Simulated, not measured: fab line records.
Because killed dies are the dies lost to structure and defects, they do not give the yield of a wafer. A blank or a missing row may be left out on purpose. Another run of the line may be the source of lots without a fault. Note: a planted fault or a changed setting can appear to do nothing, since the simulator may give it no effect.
Code-filled problem report in 8D (eight disciplines) form | flow sky130 | the parts of the form that need people (team, actions taken, sign-off) are left out

== 1. WHAT IS WRONG ==
Across 2 wafers from 2 lots, LI_CONTACT_W_RS at SKY_LI_CONTACT_RS_MEAS_22 averages 0.2687 ohm/sq, while fault-free wafers read 0.2836 ohm/sq with a standard deviation of 0.0027. Relative to the usual mean, that is a shift of -5.5 standard deviations.
The step: measures by four-point-probe.
First observed at day 31 20:22: wafer L621.4, on film metro-01. Wafers with a number at this step in the record: 42, from 14 lots. Rule for "out", or "out of limits": more than 4 standard deviations from the usual mean. The other wafers with a number count as sound.

== 2. WHAT IT IS; WHAT IT IS NOT ==
question                    | is                | is not
which readings at this step | LI_CONTACT_W_RS   | -
which lots                  | L621, L624        | L616, L618, L619, L620, L630, L632, L633, L634, L635, L636, L637, L638
which wafers of those lots  | L621.4, L624.6    | L621.1, L621.3, L624.1, L624.5
read on which gauges        | film metro-01     | film metro-02, film metro-03
when                        | from day 31 20:22 | up to then (14 sound wafers); but 26 sound wafers of L624, L630, L632, L633, L634, L635, L636, L637, L638 came after

== 3. WHAT RULES OUT EACH SUSPECT ==
Counting: if a tool at a process step up to the reading ran every lot that is out, it stays a suspect. Sound lots after the first of them don't rule it out here, since some wafers of a struck lot are sound.
- the gauge at SKY_LI_CONTACT_RS_MEAS_22: kept. All the wafers that are out were read on film metro-01, and no step on other tools shows them out.
- cvd w-01 at SKY_LI_CONTACT_CVD_21 (deposits W, target thk 400 nm, time 120.56 s): kept. It ran every lot that is out, first L621 (day 31 20:15); its last sound lot up to then is L620 (day 31 15:47).
The count leaves film metro-01 at SKY_LI_CONTACT_RS_MEAS_22 and cvd w-01 at SKY_LI_CONTACT_CVD_21.

== 4. THE CAUSE (what the simulator had put in) ==
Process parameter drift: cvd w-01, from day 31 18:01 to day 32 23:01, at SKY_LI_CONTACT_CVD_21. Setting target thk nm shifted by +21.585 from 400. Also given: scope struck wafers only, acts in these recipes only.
After counting, 2 suspects remain, this tool included.

== 5. SEQUENCE OF EFFECTS, ordered by route ==
One row per reading whose mean, taken over the struck wafers that have a number, lies over 3 standard deviations from the usual. Scope: only readings with a usual standard deviation given in the record; hours: median across lots of the time from each lot's start at the first step in this table that gives one to its start at this step; sigmas: change in usual standard deviations.
hours | step                       | reading          | usual         | on struck wafers | change  | sigmas
0     | SKY_LI_CONTACT_RS_MEAS_22  | LI_CONTACT_W_RS  | 0.2836 ohm/sq | 0.2687           | -0.0149 | -5.5
5     | SKY_LI_CONTACT_THK_MEAS_23 | LI_CONTACT_W_THK | 425 nm        | 455              | +30     | +5.8

== 6. WHAT WOULD HAVE CAUGHT IT SOONER ==
In this record the first reading out of limits at a measuring or inspecting step was taken at day 31 20:22, 2 hours after the fault began at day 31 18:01.
Tool readings at SKY_LI_CONTACT_CVD_21 with a usual standard deviation given in the record: none out on any struck wafer, hence no alarm at a limit of 4 standard deviations on them.
L624, from the lots that are out (2), started SKY_LI_CONTACT_CVD_21 on cvd w-01 later than day 31 20:22. Had the tool been put on hold then, it would have been spared.
